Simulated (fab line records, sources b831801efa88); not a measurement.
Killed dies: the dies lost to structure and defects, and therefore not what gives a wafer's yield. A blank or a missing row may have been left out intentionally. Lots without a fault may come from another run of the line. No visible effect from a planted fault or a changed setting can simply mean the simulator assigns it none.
A lot that was struck, set against a sound lot ; flow sfq_line ; 28 steps out of a route of 325
Sound: these wafers, L234.2, L234.3, L234.5. Struck: wafer L253.2 (left out: L253.1, L253.4 of the same lot, which were not struck); the cause appears at the end.
Per side, at each step with rows, come the tool, then ch with its chambers, and then its first start. Under that, the readings that differ: sound wafers ; struck wafers ; difference of the means ; sigmas: that difference in standard deviations of wafers without a fault.
alike: a reading whose means differ by less than 2 such deviations, as well as words and numbers matching on both sides. not compared: withheld readings; readings where some wafer has no value; bounds like >300 that might hide an equal value; numbers whose values overlap and for which the record gives no deviation.
Wherever a step has rows on one side only, a row that says differs or no value, or a row with sigmas, the two part there. Numbers that don't overlap but have no deviation are shown without sigmas and don't part them. A reading that every wafer of one side lacks parts them only if that side has two wafers or more.

first, 6 steps without rows for these wafers: SFQ_TRILAYER_M3_LITHO_COAT_080 (resist thk 62 nm); SFQ_TRILAYER_M3_LITHO_COAT_075 (resist thk 600 nm); SFQ_TRILAYER_M3_LITHO_SOFTBAKE_079; SFQ_TRILAYER_M3_LITHO_EXPOSE_076 (exposes mask M3, target cd 500 nm); SFQ_TRILAYER_M3_LITHO_PEB_078 (peb time 60 s); SFQ_TRILAYER_M3_LITHO_DEVELOP_077 (time 60 s).
SFQ_M3_OVL_MEAS_921:
  sound: overlay-01 at day 43 12:13; struck: overlay-02 at day 51 14:26
  alike: M3_OVL
then, 1 step without rows for these wafers: SFQ_TRILAYER_M3_BARC_OPEN_METAL_ETCH_100 (etches BARC in O2, target depth 125 nm, time 41.7 s).
SFQ_TRILAYER_M3_ETCH_METAL_ETCH_078: etches Nb in Cl2/Ar, stops on SiO2, target depth 240 nm, time 120 s.
  sound on rie_metal-03 ch 0,1, day 43 12:18; struck on rie_metal-01 ch 1, day 51 14:31
reading;sound;struck;difference;sigmas
he_backside_leak_sccm (sccm);3.17 3.46 3.53;3.86;+0.47;+3
  alike: drypump_motor_current_A, oes_product_au
  not compared: rf_hours_counter_h
SFQ_TRILAYER_M3_STRIP_STRIP_079: strips in O2.
  sound on rie_metal-03 ch 0,1, day 43 12:25; struck on rie_metal-01 ch 1, day 51 14:39
  alike: drypump_motor_current_A, he_backside_leak_sccm, oes_product_au
  not compared: rf_hours_counter_h
then, 1 step without rows for these wafers: SFQ_TRILAYER_M3_STRIP_SOLV_CLEAN_080 (cleans in NMP, time 600 s).
SFQ_TRILAYER_I3_DEP_PECVD_081: deposits SiO2 from SiH4/N2O, time 111.11 s, target thk 500 nm.
  sound on pecvd-03 ch 0,1, day 43 13:12; struck on pecvd-03 ch 2, day 51 15:36
  alike: heater_power_w, throttle_valve_pct
SFQ_TRILAYER_I3_CMP_CMP_082: polishes SiO2.
  sound on cmp-01 ch 0,3, day 44 06:01; struck on cmp-01 ch 0, day 51 16:01
reading;sound;struck;difference;sigmas
time_to_endpoint_s (s);216 217 223;192;-27;-3
model.SiO2_of_TRILAYER_I3_DEP_PECVD_081.thk_nm (nm);199.4 201.3 201.1;220.1;+19.5;
  alike: motor_current_A
SFQ_I3_BOW_MEAS_922:
  sound: film_metro-01 at day 44 08:32; struck: film_metro-02 at day 51 19:01
  alike: I3_BOW
SFQ_TRILAYER_I3_METRO_MEASURE_083:
  sound: film_metro-01 at day 44 08:50; struck: film_metro-02 at day 51 19:08
reading;sound;struck;difference;sigmas
thk_nm (nm);199.5 201.3 201.0;220.0;+19.4;+18
then, 6 steps without rows for these wafers: SFQ_TRILAYER_I3_VIA_LITHO_COAT_090 (resist thk 62 nm); SFQ_TRILAYER_I3_VIA_LITHO_COAT_085 (resist thk 650 nm); SFQ_TRILAYER_I3_VIA_LITHO_SOFTBAKE_089; SFQ_TRILAYER_I3_VIA_LITHO_EXPOSE_086 (exposes mask I3, target cd 500 nm); SFQ_TRILAYER_I3_VIA_LITHO_PEB_088 (peb time 60 s); SFQ_TRILAYER_I3_VIA_LITHO_DEVELOP_087 (time 60 s).
-- the record jumps here: 5 days lie between the struck wafers' starts before and after --
SFQ_I3_OVL_MEAS_923:
  sound: overlay-02 at day 49 15:35; struck: overlay-01 at day 57 05:54
  alike: I3_OVL
SFQ_TRILAYER_I3_VIA_BARC_OPEN_VIA_ETCH_121: etches BARC in O2, target depth 125 nm, time 41.7 s.
  sound on rie_diel-01 ch 0,1, day 49 15:37; struck on rie_diel-04 ch 0, day 57 05:56
reading;sound;struck;difference;sigmas
oes_product_au (a.u.);0.687 0.687 0.685;0.677;-0.009;-2
  alike: drypump_motor_current_A
  not compared: rf_hours_counter_h
SFQ_TRILAYER_I3_VIA_ETCH_VIA_ETCH_088: etches SiO2 in CHF3, stops on Nb, target depth 260 nm.
  sound on rie_diel-01 ch 0,1, day 49 15:39; struck on rie_diel-04 ch 0, day 57 05:58
reading;sound;struck;difference;sigmas
oes_product_au (a.u.);0.852 0.857 0.862;0.901;+0.044;+8
model.etch.depth_nm (nm);199.4 201.3 201.1;220.1;+19.5;
model.I3.feature_depth_nm (nm);199.4 201.3 201.1;220.1;+19.5;
  alike: drypump_motor_current_A
SFQ_TRILAYER_I3_VIA_STRIP_STRIP_089: strips in O2.
  sound on rie_metal-04 ch 1, day 49 15:46; struck on rie_metal-01 ch 1, day 57 06:05
  alike: drypump_motor_current_A, he_backside_leak_sccm, oes_product_au
  not compared: rf_hours_counter_h
then, 1 step without rows for these wafers: SFQ_TRILAYER_I3_VIA_STRIP_SOLV_CLEAN_090 (cleans in NMP, time 600 s).
SFQ_TRILAYER_M4_DEP_PRE_CLEAN_092: time 22.5 s.
  sound: pvd_sputter-04 at day 49 16:32; struck: pvd_sputter-03 at day 57 06:52
reading;sound;struck;difference;sigmas
model.SiO2_of_TRILAYER_I3_DEP_PECVD_081.thk_nm (nm);191.9 193.8 193.6;212.6;+19.5;
then, 1 step without rows for these wafers: SFQ_TRILAYER_M4_DEP_SPUTTER_091 (material Nb, target thk 200 nm, time 133.3 s).

WHERE THEY PART
At SFQ_TRILAYER_M3_ETCH_METAL_ETCH_078 first; at SFQ_TRILAYER_I3_VIA_ETCH_VIA_ETCH_088 last (within this record only). Later steps at which nothing parts them and some readings are alike: SFQ_TRILAYER_I3_VIA_STRIP_STRIP_089.

WHY: what had been put in by the simulator
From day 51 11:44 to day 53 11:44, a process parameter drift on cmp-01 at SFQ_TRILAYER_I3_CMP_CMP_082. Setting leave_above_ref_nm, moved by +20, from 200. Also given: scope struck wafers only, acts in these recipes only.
